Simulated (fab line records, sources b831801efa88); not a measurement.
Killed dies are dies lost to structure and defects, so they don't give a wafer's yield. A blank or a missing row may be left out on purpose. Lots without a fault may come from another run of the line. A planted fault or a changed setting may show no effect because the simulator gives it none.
Chamber matching | flow gf180mcu | GF_V1_ETCH_16 on rie_diel-03: 4 sister chambers
The step etches BARC in N2/H2. 4 wafers are shown with their chamber, then 12 later ones without.

WAFERS WITH THEIR CHAMBER
wafer  | chamber | drypump_motor_current_A (A)
L085.2 | 0       | 6.0
L085.3 | 1       | 6.5
L085.5 | 2       | 5.0
L085.6 | 3       | 6.1

WAFERS WITHOUT THEIR CHAMBER
wafer  | drypump_motor_current_A (A)
L086.2 | 6.1
L086.4 | 5.0
L086.6 | 6.5
L090.4 | 5.0
L090.5 | 6.5
L090.6 | 5.0
L091.1 | 6.5
L091.3 | 5.0
L091.6 | 6.2
L096.2 | 6.5
L096.4 | 6.1
L096.5 | 6.2

WHICH CHAMBER EACH WENT THROUGH
wafer  | from the rows above | in truth
L086.2 | 3                   | 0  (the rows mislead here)
L086.4 | 2                   | 2
L086.6 | 1                   | 1
L090.4 | 2                   | 2
L090.5 | 1                   | 1
L090.6 | 2                   | 2
L091.1 | 1                   | 1
L091.3 | 2                   | 2
L091.6 | 3                   | 3
L096.2 | 1                   | 1
L096.4 | 3                   | 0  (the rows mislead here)
L096.5 | 3                   | 3
Placed correctly: 10 of 12. Can't be placed from these rows: 0. Placed wrongly: 2.
How it was worked out, from the rows above alone: a wafer's distance from a chamber is the root of the sum, over the readings, of the square of ((its reading less the chamber's mean) divided by the reading's scatter). The wafer belongs to the nearest chamber; if the next one is less than 2 further off, it can't be placed. A chamber's mean is the mean of its shown wafers. The scatter: with one shown wafer a chamber, the root of the mean of the squares of how far each hidden wafer lies from its nearest shown one.
